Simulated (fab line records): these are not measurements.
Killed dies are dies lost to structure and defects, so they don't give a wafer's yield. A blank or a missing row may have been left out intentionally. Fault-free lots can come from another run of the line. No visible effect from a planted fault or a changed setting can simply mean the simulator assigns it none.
The tool behind it: which one? ; flow gf180mcu ; 18 wafers from 6 lots sampled at 2 of the route's 602 steps

WHAT THE GAUGES SHOWED, per wafer
GF_V1_RS_MEAS_24: measures by four-point-probe.
lot;measured;on;V1_W_RS (ohm/sq)
L853;day 19 21:49;filmMetro-03;0.340 0.328 0.336
L856;day 21 00:38;filmMetro-02;43.894 44.274 44.137 43.835 44.268 44.173
L865;day 24 00:52;filmMetro-02;0.325 0.327 0.328
L867;day 24 15:47;filmMetro-02;0.332 0.337 0.323
L869;day 25 10:10;filmMetro-02;0.321 0.321 0.332
L871;day 26 01:13;filmMetro-04;0.321 0.321 0.328

WHAT TOOL EACH LOT RAN ON (gives the tool, then ch and the chambers of the sampled wafers, and finally the start)
lot;GF_V1_CVD_23
L853;cvdW-02 ch 0,1, day 19 21:40
L856;cvdW-02 ch 1, day 21 00:32
L865;cvdW-01 ch 0,1, day 24 00:43
L867;cvdW-02 ch 0,1, day 24 15:41
L869;cvdW-02 ch 0,1, day 25 10:02
L871;cvdW-02 ch 0,1, day 26 01:07
- GF_V1_CVD_23: deposits W, target thk 350 nm, time 105.05 s.

THE ANSWER, worked out from the rows above alone
Rule: usual is defined by the lots themselves. The widest of any qualifying gaps counts: lots, ordered by their means at a reading, are off when they make up no more than a third of the lots, leave a main group of 4 or more, and stand apart from it by 3 or more times the standard deviation of that group's means. Not used: any main group whose means are identical at the precision the tables above print for the reading. Also off: a lot with no number at a reading for which 4 or more lots have one. All remaining lots with rows at the step are treated as sound.
Off: L856, at GF_V1_RS_MEAS_24 (V1_W_RS). The main group: mean 0.328 ohm/sq, standard deviation 0.0042.
A tool fits if, at a process step before that reading, it ran every lot that is off, and no sound lot after the first of them. Gauges at GF_V1_RS_MEAS_24: tried the same way as those tools. No candidate that was tried fits.

WHAT THE SIMULATOR HAD PUT IN
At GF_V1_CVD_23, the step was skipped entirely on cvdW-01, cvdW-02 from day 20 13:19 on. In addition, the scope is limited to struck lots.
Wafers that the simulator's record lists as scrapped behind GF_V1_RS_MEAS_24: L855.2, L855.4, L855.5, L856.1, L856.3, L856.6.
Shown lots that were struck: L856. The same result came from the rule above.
